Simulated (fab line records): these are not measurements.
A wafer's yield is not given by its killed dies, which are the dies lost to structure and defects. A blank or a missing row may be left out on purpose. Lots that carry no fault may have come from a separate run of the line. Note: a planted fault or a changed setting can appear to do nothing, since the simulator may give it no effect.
fab line records -- flow sky130
record lots=12, wafers=36, lastDay=51
route steps=708 shown DNWELL@43 VIA4@652 PAD_OPEN@708
lots that met no fault: taken from a fault-free run of the same line
startH: hours from the record's opening day to when the first of the lot's shown wafers began -- waitH: hours elapsed since this lot's preceding step -- " same as the row above -- L1.1+2: one row covering several wafers at once -- - either no value or no given start -- * or withheld: withheld -- < > ~ a bound
route shown NAME@n: a module of which the file shows steps, and the number in the route of the first -- usual: average and standard deviation across the fault-free wafers -- same: alike in all rows -- chamber/n: place in a boat -- sites: per-site readings -- _std_site: how widely they spread, as a standard deviation -- _edge_site: outer sites' mean less inner sites' -- radiusMm: for every site, how far away it sits from the centre of the wafer -- mask NAME#n: copy n -- behind: the tool/chamber that last shaped the wafer -- hold: why the lot went on hold/how many hours it stayed there/how the hold came to an end -- device: which transistor (n, p or np) failed to switch -- end of line: at the end of the route, the tests of the same wafers -- step lacking rows: just its recipe -- killed: at the first sort, the dies lost to defects and structure; wafer yield is something else -- map: dies across one wafer; x = killed, . = not, _ = none there
set.NAME: the setting that was run; set.NAME@STEP: the one run at that earlier step -- model.NAME: the simulator's own value behind a step, which no gauge read
the route's steps for a sample of lots (tables are steps, rows are wafers)
services: when a tool's chamber went out of use (startH, in hours from the record's first day, below 0 if earlier), for how many hours, and the reason
## steps
# step SKY_DNWELL_STRIP_08
# recipe chemistry=O2/N2, powerW=1400, pressureMtorr=1500, platenTempC=withheld, o2FlowSccm=3000, n2FlowSccm=300, overashFraction=0.5
# usual chamberPressureMTorr=1500.1/1.3, drypumpMotorCurrentA=5.2/0.32, oesProductAu=0.722/0.0048, stripTimeToEndpointS=36.90/0.098
lot.wafer,tool,chamber,startH,waitH,chamberPressureMTorr,drypumpMotorCurrentA,oesProductAu,rfHoursCounterH,stripTimeToEndpointS
L565.1,plasmaAsher-01,0,51.42,0.1,1499.7,5.7,0.740,25,36.80
L565.2,plasmaAsher-01,1,51.42,0.1,1500.8,4.8,0.721,25,36.82
L565.4,plasmaAsher-01,1,51.42,0.1,1499.9,4.8,0.710,-,36.77
L568.3,plasmaAsher-04,0,77.11,0.1,1502.2,5.2,0.718,-,36.87
L568.4,plasmaAsher-04,1,77.11,0.1,1500.7,4.9,0.725,-,36.84
L568.5,plasmaAsher-04,0,77.11,0.1,1499.4,5.2,0.724,-,36.88
L570.1,plasmaAsher-04,0,81.14,0.1,1499.1,5.2,0.726,40,36.91
L570.3,plasmaAsher-04,0,81.14,0.1,1499.2,5.2,0.723,-,36.88
L570.4,plasmaAsher-04,1,81.14,0.1,1499.3,4.9,0.717,-,36.93
L569.3,plasmaAsher-04,0,81.79,0.1,1501.0,5.2,0.729,-,36.85
L569.4,plasmaAsher-04,1,81.79,0.1,1497.9,4.9,0.727,-,36.81
L569.5,plasmaAsher-04,0,81.79,0.1,1500.6,5.2,0.722,-,36.78
L571.2,plasmaAsher-01,0,87.04,0.1,1502.1,5.7,0.721,29,36.80
L571.3,plasmaAsher-01,0,87.04,0.1,1499.5,5.7,0.726,-,36.76
L571.6,plasmaAsher-01,0,87.04,0.1,1501.3,5.7,0.726,-,36.74
L574.2,plasmaAsher-02,1,106.26,0.1,1499.2,5.6,0.725,39,36.76
L574.3,plasmaAsher-02,0,106.26,0.1,1499.4,5.1,0.724,-,36.79
L574.4,plasmaAsher-02,1,106.26,0.1,1501.6,5.6,0.725,-,36.85
L575.3,plasmaAsher-01,1,113.96,0.1,1500.3,4.8,0.719,-,37.02
L575.4,plasmaAsher-01,0,113.96,0.1,1500.3,5.7,0.726,-,37.17
L575.6,plasmaAsher-01,1,113.96,0.1,1500.2,4.8,0.722,-,37.07
L579.3,plasmaAsher-01,1,138.14,0.1,1498.3,4.8,0.719,-,37.00
L579.4,plasmaAsher-01,0,138.14,0.1,1502.8,5.7,0.726,-,37.00
L579.6,plasmaAsher-01,1,138.14,0.1,1501.0,4.8,0.713,-,36.91
L582.1,plasmaAsher-04,0,162.75,0.1,1499.6,5.2,0.709,48,36.79
L582.4,plasmaAsher-04,0,162.75,0.1,1502.8,5.2,0.723,-,36.84
L582.6,plasmaAsher-04,0,162.75,0.1,1499.3,5.2,0.719,-,36.88
L585.2,plasmaAsher-04,0,172.65,0.1,1498.9,5.2,0.728,49,36.86
L585.4,plasmaAsher-04,1,172.65,0.1,1499.4,4.9,0.719,-,36.91
L585.6,plasmaAsher-04,1,172.65,0.1,1500.5,4.9,0.724,-,36.76
L586.4,plasmaAsher-02,0,177.32,0.1,1500.1,5.1,0.721,-,36.88
L586.5,plasmaAsher-02,0,177.32,0.1,1498.6,5.1,0.726,-,36.93
L586.6,plasmaAsher-02,1,177.32,0.1,1499.7,5.6,0.719,-,36.89
L588.2,plasmaAsher-04,0,181.82,0.1,1500.2,5.2,0.728,50,36.78
L588.4,plasmaAsher-04,1,181.82,0.1,1499.9,4.9,0.723,-,36.95
L588.5,plasmaAsher-04,0,181.82,0.1,1499.5,5.2,0.719,-,36.81
# step SKY_VIA4_STRIP_13
# recipe chemistry=O2/N2, powerW=1400, pressureMtorr=1500, platenTempC=withheld, o2FlowSccm=3000, n2FlowSccm=300, overashFraction=0.5
# usual chamberPressureMTorr=1500.0/1.2, drypumpMotorCurrentA=5.4/0.44, oesProductAu=0.709/0.0046, stripTimeToEndpointS=12.81/0.031
lot.wafer,tool,chamber,startH,waitH,chamberPressureMTorr,drypumpMotorCurrentA,oesProductAu,rfHoursCounterH,stripTimeToEndpointS
L565.1,plasmaAsher-01,0,1007.23,-,1501.1,5.7,0.706,120,12.78
L565.2,plasmaAsher-01,1,1007.23,-,1500.8,4.8,0.703,120,12.80
L565.4,plasmaAsher-01,1,1007.23,-,1499.1,4.8,0.709,-,12.81
L568.3,plasmaAsher-01,1,1042.67,-,1501.8,4.8,0.714,-,12.88
L568.4,plasmaAsher-01,0,1042.67,-,1497.7,5.7,0.712,-,12.81
L568.5,plasmaAsher-01,1,1042.67,-,1500.0,4.8,0.708,-,12.84
L570.1,plasmaAsher-03,0,1044.51,-,1500.0,6.3,0.704,30,12.86
L570.3,plasmaAsher-03,0,1044.51,-,1498.7,6.3,0.716,-,12.83
L570.4,plasmaAsher-03,1,1044.51,-,1500.1,5.8,0.705,-,12.82
L569.3,plasmaAsher-01,0,1049.35,-,1499.3,5.7,0.710,-,12.81
L569.4,plasmaAsher-01,1,1049.35,-,1501.2,4.8,0.708,-,12.82
L569.5,plasmaAsher-01,0,1049.35,-,1500.3,5.7,0.713,-,12.80
L571.2,plasmaAsher-02,1,1057.38,-,1500.2,5.6,0.712,93,12.85
L571.3,plasmaAsher-02,1,1057.38,-,1498.4,5.6,0.716,-,12.82
L571.6,plasmaAsher-02,1,1057.38,-,1501.3,5.6,0.712,-,12.80
L574.2,plasmaAsher-01,1,1078.63,-,1498.8,4.8,0.703,2,12.81
L574.3,plasmaAsher-01,0,1078.63,-,1498.7,5.7,0.706,-,12.79
L574.4,plasmaAsher-01,1,1078.63,-,1501.3,4.8,0.709,-,12.81
L575.3,plasmaAsher-01,1,1088.32,-,1498.4,4.8,0.704,-,12.82
L575.4,plasmaAsher-01,0,1088.32,-,1500.6,5.7,0.702,-,12.87
L575.6,plasmaAsher-01,0,1088.32,-,1500.3,5.7,0.707,-,12.78
L579.3,plasmaAsher-02,1,1115.47,-,1502.8,5.6,0.711,-,12.82
L579.4,plasmaAsher-02,0,1115.47,-,1498.6,5.1,0.721,-,12.85
L579.6,plasmaAsher-02,0,1115.47,-,1499.0,5.1,0.700,-,12.80
L582.1,plasmaAsher-02,1,1140.89,-,1500.4,5.6,0.712,101,12.81
L582.4,plasmaAsher-02,1,1140.89,-,1500.2,5.6,0.714,-,12.77
L582.6,plasmaAsher-02,0,1140.89,-,1501.3,5.1,0.718,-,12.80
L585.2,plasmaAsher-03,0,1152.11,-,1499.6,6.3,0.712,40,12.77
L585.4,plasmaAsher-03,0,1152.11,-,1497.4,6.3,0.708,-,12.80
L585.6,plasmaAsher-03,1,1152.11,-,1500.5,5.8,0.708,-,12.81
L586.4,plasmaAsher-02,0,1156.65,-,1500.9,5.1,0.703,-,12.81
L586.5,plasmaAsher-02,0,1156.65,-,1499.4,5.1,0.707,-,12.79
L586.6,plasmaAsher-02,1,1156.65,-,1500.2,5.6,0.706,-,12.81
L588.2,plasmaAsher-01,0,1159.26,-,1501.6,5.7,0.709,9,12.79
L588.4,plasmaAsher-01,1,1159.26,-,1499.4,4.8,0.716,-,12.79
L588.5,plasmaAsher-01,1,1159.26,-,1500.7,4.8,0.710,-,12.81
# step SKY_VIA4_RS_MEAS_19
# recipe thkMeasGauge=four-point-probe, reads=W_of_VIA4_CVD_18+TiN_of_VIA4_SPUTTER_17
# usual VIA4_W_RS=0.227/0.0031
lot.wafer,tool,chamber,startH,waitH,VIA4_W_RS[ohm/sq]
L565.1,filmMetro-02,-,1008.04,0.1,0.227
L565.2,filmMetro-02,-,1008.04,0.1,0.226
L565.4,filmMetro-02,-,1008.04,0.1,0.226
L568.3,filmMetro-02,-,1043.52,0.1,0.226
L568.4,filmMetro-02,-,1043.52,0.1,0.221
L568.5,filmMetro-02,-,1043.52,0.1,0.227
L570.1,filmMetro-03,-,1045.36,0.1,0.224
L570.3,filmMetro-03,-,1045.36,0.1,0.224
L570.4,filmMetro-03,-,1045.36,0.1,0.227
L569.3,filmMetro-03,-,1050.20,0.1,0.230
L569.4,filmMetro-03,-,1050.20,0.1,0.226
L569.5,filmMetro-03,-,1050.20,0.1,0.228
L571.2,filmMetro-01,-,1058.22,0.1,0.229
L571.3,filmMetro-01,-,1058.22,0.1,0.228
L571.6,filmMetro-01,-,1058.22,0.1,0.227
L574.2,filmMetro-03,-,1079.46,0.1,0.226
L574.3,filmMetro-03,-,1079.46,0.1,0.226
L574.4,filmMetro-03,-,1079.46,0.1,0.222
L575.3,filmMetro-02,-,1089.22,0.1,0.220
L575.4,filmMetro-02,-,1089.22,0.1,0.222
L575.6,filmMetro-02,-,1089.22,0.1,0.222
L579.3,filmMetro-03,-,1116.30,0.1,0.232
L579.4,filmMetro-03,-,1116.30,0.1,0.226
L579.6,filmMetro-03,-,1116.30,0.1,0.226
L582.1,filmMetro-01,-,1141.73,0.1,0.229
L582.4,filmMetro-01,-,1141.73,0.1,0.229
L582.6,filmMetro-01,-,1141.73,0.1,0.230
L585.2,filmMetro-01,-,1152.95,0.1,0.227
L585.4,filmMetro-01,-,1152.95,0.1,0.226
L585.6,filmMetro-01,-,1152.95,0.1,0.222
L586.4,filmMetro-03,-,1157.48,0.1,0.231
L586.5,filmMetro-03,-,1157.48,0.1,0.232
L586.6,filmMetro-03,-,1157.48,0.1,0.232
L588.2,filmMetro-01,-,1160.09,0.1,0.224
L588.4,filmMetro-01,-,1160.09,0.1,0.230
L588.5,filmMetro-01,-,1160.09,0.1,0.227
# step SKY_VIA4_THK_MEAS_20
# recipe thkMeasGauge=xrf, reads=W_of_VIA4_CVD_18
# usual VIA4_W_THK=495/8.4
lot.wafer,tool,chamber,startH,waitH,VIA4_W_THK[nm]
L565.1,filmMetro-02,-,1008.16,0.1,492
L565.2,filmMetro-02,-,1008.16,0.1,497
L565.4,filmMetro-02,-,1008.16,0.1,498
L568.3,filmMetro-02,-,1043.62,0.1,497
L568.4,filmMetro-02,-,1043.62,0.1,507
L568.5,filmMetro-02,-,1043.62,0.1,490
L570.1,filmMetro-03,-,1045.48,0.1,496
L570.3,filmMetro-03,-,1045.48,0.1,495
L570.4,filmMetro-03,-,1045.48,0.1,492
L569.3,filmMetro-03,-,1050.30,0.1,482
L569.4,filmMetro-03,-,1050.30,0.1,492
L569.5,filmMetro-03,-,1050.30,0.1,488
L571.2,filmMetro-01,-,1058.33,0.1,493
L571.3,filmMetro-01,-,1058.33,0.1,497
L571.6,filmMetro-01,-,1058.33,0.1,499
L574.2,filmMetro-03,-,1079.57,0.1,492
L574.3,filmMetro-03,-,1079.57,0.1,492
L574.4,filmMetro-03,-,1079.57,0.1,502
L575.3,filmMetro-02,-,1089.32,0.1,513
L575.4,filmMetro-02,-,1089.32,0.1,510
L575.6,filmMetro-02,-,1089.32,0.1,508
L579.3,filmMetro-03,-,1116.40,0.1,478
L579.4,filmMetro-03,-,1116.40,0.1,492
L579.6,filmMetro-03,-,1116.40,0.1,491
L582.1,filmMetro-01,-,1141.85,0.1,491
L582.4,filmMetro-01,-,1141.85,0.1,489
L582.6,filmMetro-01,-,1141.85,0.1,487
L585.2,filmMetro-01,-,1153.06,0.1,495
L585.4,filmMetro-01,-,1153.06,0.1,493
L585.6,filmMetro-01,-,1153.06,0.1,502
L586.4,filmMetro-03,-,1157.57,0.1,482
L586.5,filmMetro-03,-,1157.57,0.1,482
L586.6,filmMetro-03,-,1157.57,0.1,482
L588.2,filmMetro-01,-,1160.20,0.1,502
L588.4,filmMetro-01,-,1160.20,0.1,487
L588.5,filmMetro-01,-,1160.20,0.1,496
# step SKY_PAD_OPEN_PROBE_99
# usual killed_at_M0_to_M3=44/7.4, killed_at_M4_up=3.1/1.8, killedAtContacts=25/6, killedAtFrontEnd=15/4.4, killedAtOther=0.3/0.49, killedDies=88/10, killedOpen=48/7.4, killedShort=39/6.3
# same grossDies=492, killedAtBackSide=0
lot.wafer,tool,chamber,startH,waitH,hold,killed_at_M0_to_M3,killed_at_M4_up,killedAtContacts,killedAtFrontEnd,killedAtOther,killedDies,killedOpen,killedShort
L565.1,prober-02,-,1078.52,0.1,-,41,1,37,17,0,96,57,39
L565.2,prober-02,-,1078.57,0.1,-,45,1,24,10,0,80,52,28
L565.4,prober-02,-,1078.67,0.2,-,47,4,21,18,0,90,51,39
L568.3,prober-01,-,1111.69,0.2,-,48,2,29,9,0,88,42,46
L568.4,prober-01,-,1111.74,0.2,-,47,1,36,19,1,104,53,51
L568.5,prober-01,-,1111.79,0.2,-,58,2,28,15,0,103,58,45
L570.1,prober-02,-,1113.17,0.1,-,61,4,22,17,0,104,51,53
L570.3,prober-02,-,1113.27,0.2,-,47,4,20,18,1,90,45,45
L570.4,prober-02,-,1113.32,0.2,-,41,3,32,14,0,90,54,36
L569.3,prober-01,-,1118.10,0.2,-,51,3,15,12,0,81,46,35
L569.4,prober-01,-,1118.15,0.2,-,58,3,16,13,0,90,49,41
L569.5,prober-01,-,1118.20,0.2,-,34,2,18,13,0,67,32,35
L571.2,prober-02,-,1124.60,0.1,-,46,5,29,10,0,90,46,44
L571.3,prober-02,-,1124.65,0.2,-,39,2,23,9,0,73,39,34
L571.6,prober-02,-,1124.80,0.2,-,38,2,25,11,0,76,44,32
L574.2,prober-01,-,1144.31,0.1,-,35,1,33,16,0,85,47,38
L574.3,prober-01,-,1144.36,0.2,-,50,1,33,19,0,103,63,40
L574.4,prober-01,-,1144.41,0.2,-,32,3,17,29,0,81,40,41
L575.3,prober-01,-,1154.27,0.2,awaitDispo/4.4h/release,31,4,20,10,0,65,35,30
L575.4,prober-01,-,1154.32,0.2,awaitDispo/4.4h/release,46,3,18,47,0,114,43,35
L575.6,prober-01,-,1154.42,0.2,awaitDispo/4.4h/release,45,3,28,23,0,99,53,44
L579.3,prober-02,-,1178.40,0.2,awaitDispo/7.9h/release,53,1,25,19,1,99,55,43
L579.4,prober-02,-,1178.45,0.2,awaitDispo/7.9h/release,40,1,17,46,0,104,43,27
L579.6,prober-02,-,1178.55,0.2,awaitDispo/7.9h/release,44,3,25,13,1,86,51,34
L582.1,prober-01,-,1199.16,0.1,-,47,2,30,24,0,103,60,43
L582.4,prober-01,-,1199.31,0.2,-,38,4,14,15,0,71,33,38
L582.6,prober-01,-,1199.41,0.2,-,42,4,33,20,0,99,56,42
L585.2,prober-02,-,1207.86,0.1,-,48,6,19,16,2,91,53,37
L585.4,prober-02,-,1207.96,0.2,-,54,2,31,20,1,108,47,60
L585.6,prober-02,-,1208.06,0.2,-,50,4,15,14,1,84,43,39
L586.4,prober-02,-,1213.40,0.2,-,44,5,19,13,0,81,37,44
L586.5,prober-02,-,1213.45,0.2,-,39,1,28,19,0,87,54,33
L586.6,prober-02,-,1213.50,0.2,-,46,2,21,18,0,87,50,37
L588.2,prober-01,-,1214.10,0.1,-,36,2,27,20,0,85,43,42
L588.4,prober-01,-,1214.20,0.2,-,38,2,25,15,0,80,40,40
L588.5,prober-01,-,1214.25,0.2,-,47,2,41,16,0,106,72,34
# killed by level:class
L565.1 CONTACT:geometricParticle:open=14 VIA1:geometricParticle:open=12 METAL1:geometricParticle:short=8 FIELD_ISO:geometricParticle:short=7 VIA3:geometricParticle:open=7 LI_CONTACT:geometricParticle:open=6 LOCAL_INTERCONNECT:geometricParticle:short=6 FIELD_ISO:geometricParticle:open=4
L565.2 VIA1:geometricParticle:open=12 VIA3:geometricParticle:open=10 LI_CONTACT:geometricParticle:open=8 CONTACT:geometricParticle:open=8 METAL2:geometricParticle:short=8 VIA2:geometricParticle:open=6 CONTACT:geometricParticle:short=4 FIELD_ISO:geometricParticle:open=3
L565.4 VIA1:geometricParticle:open=10 CONTACT:geometricParticle:open=9 VIA2:geometricParticle:open=7 LI_CONTACT:geometricParticle:open=7 VIA3:geometricParticle:open=7 METAL2:geometricParticle:short=6 METAL1:geometricParticle:short=5 FIELD_ISO:geometricParticle:open=4
L568.3 VIA1:geometricParticle:open=14 LI_CONTACT:geometricParticle:short=9 LI_CONTACT:geometricParticle:open=6 CONTACT:geometricParticle:open=6 METAL2:geometricParticle:short=6 VIA1:geometricParticle:short=5 LOCAL_INTERCONNECT:geometricParticle:short=5 METAL1:geometricParticle:short=5
L568.4 VIA1:geometricParticle:open=13 LI_CONTACT:geometricParticle:open=10 METAL1:geometricParticle:short=8 CONTACT:geometricParticle:open=8 LOCAL_INTERCONNECT:geometricParticle:short=6 FIELD_ISO:geometricParticle:short=5 POLY_GATE:geometricParticle:short=5 VIA1:geometricParticle:short=5
L568.5 VIA1:geometricParticle:open=13 VIA2:geometricParticle:open=11 LI_CONTACT:geometricParticle:open=8 CONTACT:geometricParticle:open=7 VIA1:geometricParticle:short=6 LOCAL_INTERCONNECT:geometricParticle:short=6 FIELD_ISO:geometricParticle:short=5 METAL3:geometricParticle:short=5
L570.1 VIA2:geometricParticle:open=11 LI_CONTACT:geometricParticle:open=9 METAL1:geometricParticle:short=8 VIA1:geometricParticle:open=8 VIA3:geometricParticle:open=8 VIA1:geometricParticle:short=6 METAL2:geometricParticle:short=6 POLY_GATE:geometricParticle:short=5
L570.3 VIA1:geometricParticle:open=10 VIA2:geometricParticle:open=9 POLY_GATE:geometricParticle:open=7 METAL2:geometricParticle:short=7 FIELD_ISO:geometricParticle:short=6 CONTACT:geometricParticle:open=6 VIA1:geometricParticle:short=5 LI_CONTACT:geometricParticle:open=4
L570.4 CONTACT:geometricParticle:open=15 LI_CONTACT:geometricParticle:open=12 VIA3:geometricParticle:open=8 VIA1:geometricParticle:open=7 FIELD_ISO:geometricParticle:short=6 VIA1:geometricParticle:short=5 METAL1:geometricParticle:open=4 POLY_GATE:geometricParticle:short=3
L569.3 VIA1:geometricParticle:open=12 VIA2:geometricParticle:open=11 METAL1:geometricParticle:short=7 POLY_GATE:geometricParticle:short=5 CONTACT:geometricParticle:open=5 LI_CONTACT:geometricParticle:open=5 VIA1:geometricParticle:short=4 VIA2:geometricParticle:short=4
L569.4 VIA1:geometricParticle:open=14 VIA2:geometricParticle:open=10 VIA1:geometricParticle:short=7 METAL2:geometricParticle:short=7 VIA3:geometricParticle:open=7 CONTACT:geometricParticle:open=6 FIELD_ISO:geometricParticle:short=3 FIELD_ISO:geometricParticle:open=3
L569.5 VIA1:geometricParticle:open=9 CONTACT:geometricParticle:open=8 METAL1:geometricParticle:short=4 VIA1:geometricParticle:short=4 VIA3:geometricParticle:short=4 VIA3:geometricParticle:open=4 FIELD_ISO:geometricParticle:open=3 FIELD_ISO:geometricParticle:short=3
L571.2 VIA1:geometricParticle:open=9 LI_CONTACT:geometricParticle:open=8 CONTACT:geometricParticle:open=8 VIA2:geometricParticle:open=8 METAL2:geometricParticle:short=7 METAL1:geometricParticle:short=6 FIELD_ISO:geometricParticle:short=5 LI_CONTACT:geometricParticle:short=5
L571.3 CONTACT:geometricParticle:open=10 VIA2:geometricParticle:open=7 LI_CONTACT:geometricParticle:open=6 METAL2:geometricParticle:short=6 VIA1:geometricParticle:short=5 VIA1:geometricParticle:open=5 VIA3:geometricParticle:open=5 LOCAL_INTERCONNECT:geometricParticle:short=4
L571.6 VIA2:geometricParticle:open=10 CONTACT:geometricParticle:open=8 VIA1:geometricParticle:open=8 LI_CONTACT:geometricParticle:open=7 METAL2:geometricParticle:short=5 LOCAL_INTERCONNECT:geometricParticle:short=4 CONTACT:geometricParticle:short=4 VIA3:geometricParticle:short=4
L574.2 CONTACT:geometricParticle:open=13 LOCAL_INTERCONNECT:geometricParticle:short=11 VIA1:geometricParticle:open=7 FIELD_ISO:geometricParticle:open=6 VIA3:geometricParticle:open=6 METAL3:geometricParticle:short=6 VIA2:geometricParticle:open=5 FIELD_ISO:geometricParticle:short=4
L574.3 LI_CONTACT:geometricParticle:open=11 CONTACT:geometricParticle:open=10 VIA1:geometricParticle:open=10 VIA2:geometricParticle:open=9 VIA3:geometricParticle:open=6 FIELD_ISO:geometricParticle:short=5 METAL2:geometricParticle:short=5 FIELD_ISO:geometricParticle:open=4
L574.4 FIELD_ISO:geometricParticle:short=11 FIELD_ISO:geometricParticle:open=9 VIA1:geometricParticle:open=7 CONTACT:geometricParticle:open=6 VIA2:geometricParticle:short=5 VIA3:geometricParticle:open=5 POLY_GATE:geometricParticle:short=4 LI_CONTACT:geometricParticle:open=4
L575.3 CONTACT:geometricParticle:open=12 METAL1:geometricParticle:short=7 VIA1:geometricParticle:open=5 FIELD_ISO:geometricParticle:open=4 CONTACT:geometricParticle:short=4 VIA3:geometricParticle:open=4 VIA2:geometricParticle:short=3 VIA1:geometricParticle:short=3
L575.4 DNWELL:unspecified=36 VIA1:geometricParticle:open=11 VIA3:geometricParticle:open=7 METAL1:geometricParticle:short=7 VIA2:geometricParticle:open=7 METAL1:geometricParticle:open=5 LOCAL_INTERCONNECT:geometricParticle:short=5 CONTACT:geometricParticle:open=5
L575.6 CONTACT:geometricParticle:open=9 VIA1:geometricParticle:open=9 POLY_GATE:geometricParticle:short=8 LI_CONTACT:geometricParticle:open=7 VIA1:geometricParticle:short=7 POLY_GATE:geometricParticle:open=6 CONTACT:geometricParticle:short=6 METAL1:geometricParticle:short=6
L579.3 LI_CONTACT:geometricParticle:open=10 CONTACT:geometricParticle:open=9 VIA1:geometricParticle:open=9 VIA2:geometricParticle:open=9 VIA3:geometricParticle:open=9 VIA2:geometricParticle:short=8 METAL1:geometricParticle:short=6 POLY_GATE:geometricParticle:open=5
L579.4 DNWELL:unspecified=34 VIA1:geometricParticle:open=10 CONTACT:geometricParticle:open=7 POLY_GATE:geometricParticle:short=6 LI_CONTACT:geometricParticle:open=6 METAL1:geometricParticle:short=5 VIA1:geometricParticle:short=4 VIA2:geometricParticle:open=4
L579.6 CONTACT:geometricParticle:open=12 VIA3:geometricParticle:open=9 VIA1:geometricParticle:short=6 VIA1:geometricParticle:open=6 POLY_GATE:geometricParticle:short=5 VIA2:geometricParticle:open=5 LI_CONTACT:geometricParticle:open=5 METAL1:geometricParticle:short=5
L582.1 VIA1:geometricParticle:open=13 LI_CONTACT:geometricParticle:open=11 CONTACT:geometricParticle:open=9 POLY_GATE:geometricParticle:short=8 POLY_GATE:geometricParticle:open=7 FIELD_ISO:geometricParticle:open=6 METAL3:geometricParticle:short=6 VIA3:geometricParticle:open=6
L582.4 VIA3:geometricParticle:open=9 VIA1:geometricParticle:open=7 POLY_GATE:geometricParticle:short=6 CONTACT:geometricParticle:open=6 METAL4:geometricParticle:short=4 VIA1:geometricParticle:short=4 METAL3:geometricParticle:short=4 FIELD_ISO:geometricParticle:short=3
L582.6 CONTACT:geometricParticle:open=12 VIA1:geometricParticle:open=12 LI_CONTACT:geometricParticle:open=9 METAL2:geometricParticle:short=7 FIELD_ISO:geometricParticle:open=6 VIA3:geometricParticle:open=5 CONTACT:geometricParticle:short=5 METAL1:geometricParticle:short=5
L585.2 VIA1:geometricParticle:open=10 VIA2:geometricParticle:open=9 LI_CONTACT:geometricParticle:open=7 CONTACT:geometricParticle:open=7 METAL1:geometricParticle:short=6 VIA1:geometricParticle:short=6 FIELD_ISO:geometricParticle:open=5 METAL4:geometricParticle:short=5
L585.4 VIA1:geometricParticle:short=11 LOCAL_INTERCONNECT:geometricParticle:short=8 CONTACT:geometricParticle:open=8 VIA1:geometricParticle:open=7 POLY_GATE:geometricParticle:short=7 METAL2:geometricParticle:short=7 LI_CONTACT:geometricParticle:open=5 VIA2:geometricParticle:short=4
L585.6 VIA1:geometricParticle:open=9 VIA3:geometricParticle:open=7 METAL1:geometricParticle:short=7 VIA2:geometricParticle:open=7 FIELD_ISO:geometricParticle:open=6 VIA1:geometricParticle:short=6 CONTACT:geometricParticle:open=5 LOCAL_INTERCONNECT:geometricParticle:short=4
L586.4 VIA1:geometricParticle:short=9 VIA1:geometricParticle:open=8 LI_CONTACT:geometricParticle:open=6 CONTACT:geometricParticle:short=5 CONTACT:geometricParticle:open=5 VIA2:geometricParticle:open=5 VIA3:geometricParticle:open=5 METAL2:geometricParticle:short=4
L586.5 LI_CONTACT:geometricParticle:open=12 VIA2:geometricParticle:open=11 VIA1:geometricParticle:open=9 POLY_GATE:geometricParticle:open=5 POLY_GATE:geometricParticle:short=5 CONTACT:geometricParticle:open=5 METAL2:geometricParticle:short=5 VIA3:geometricParticle:open=4
L586.6 VIA1:geometricParticle:open=12 CONTACT:geometricParticle:open=11 METAL1:geometricParticle:short=6 METAL2:geometricParticle:short=6 FIELD_ISO:geometricParticle:open=5 LI_CONTACT:geometricParticle:open=5 VIA1:geometricParticle:short=5 VIA2:geometricParticle:short=5
L588.2 CONTACT:geometricParticle:open=13 LI_CONTACT:geometricParticle:open=9 FIELD_ISO:geometricParticle:short=7 METAL1:geometricParticle:short=7 METAL3:geometricParticle:short=7 METAL2:geometricParticle:short=6 POLY_GATE:geometricParticle:short=5 VIA2:geometricParticle:open=5
L588.4 VIA1:geometricParticle:open=11 CONTACT:geometricParticle:open=9 CONTACT:geometricParticle:short=7 VIA2:geometricParticle:open=6 POLY_GATE:geometricParticle:short=5 METAL1:geometricParticle:short=5 VIA1:geometricParticle:short=5 LI_CONTACT:geometricParticle:short=4
L588.5 CONTACT:geometricParticle:open=19 LI_CONTACT:geometricParticle:open=13 VIA1:geometricParticle:open=12 VIA2:geometricParticle:open=7 VIA3:geometricParticle:open=6 FIELD_ISO:geometricParticle:open=4 CONTACT:geometricParticle:short=4 VIA1:geometricParticle:short=4
## services
tool,chamber,startH,hours,kind
plasmaAsher-02,-,108.75,9.0,pm
plasmaAsher-02,-,143.17,2.8,pm
plasmaAsher-02,-,150.65,0.6,repair
plasmaAsher-04,-,154.32,3.3,repair
plasmaAsher-04,-,231.91,2.8,repair
plasmaAsher-04,-,255.43,2.8,repair
plasmaAsher-04,-,311.42,5.7,repair
plasmaAsher-02,-,318.74,1.2,repair
plasmaAsher-01,-,340.67,2.8,pm
plasmaAsher-01,-,370.09,15.9,pm
plasmaAsher-02,-,395.60,0.8,repair
plasmaAsher-01,-,397.68,13.3,repair
plasmaAsher-01,-,415.23,0.5,repair
plasmaAsher-04,-,421.25,9.0,pm
plasmaAsher-04,-,476.36,1.3,repair
plasmaAsher-02,-,532.36,11.8,pm
plasmaAsher-01,-,539.71,0.5,repair
plasmaAsher-04,-,555.30,6.8,repair
plasmaAsher-04,-,636.08,14.6,pm
plasmaAsher-04,-,681.00,2.8,pm
plasmaAsher-02,-,712.92,1.5,repair
plasmaAsher-04,-,856.49,1.2,repair
plasmaAsher-04,-,951.47,0.5,repair
plasmaAsher-01,-,1055.25,9.0,pm
## key
firstSign step=SKY_PAD_OPEN_PROBE_99, reading=killedAtFrontEnd, direction=up, sigmas=7, usual=15, struck=46
effect step=SKY_PAD_OPEN_PROBE_99, reading=hold, direction=added
metAt SKY_DNWELL_STRIP_08
struckLots L575,L579
struckWafers L575.4,L579.4
testerLeftOut L575,L579
notActingAt SKY_VIA4_STRIP_13,SKY_VIA4_RS_MEAS_19,SKY_VIA4_THK_MEAS_20
onsetBetween 87.04 113.96
fault kind=chamberParticleSource, tool=plasmaAsher-01, chamber=0, onsetH=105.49, steps=SKY_DNWELL_STRIP_08, ratePerVisitCm2=0.70444, endH=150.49
# testerLeftOut: of these lots the tester's yield and bins aren't shown, on N5 and GAA mostly nor the transistor test; their killed dies are dies lost to structure and defects alone, not to doping, threshold or leakage, so they don't give the yield
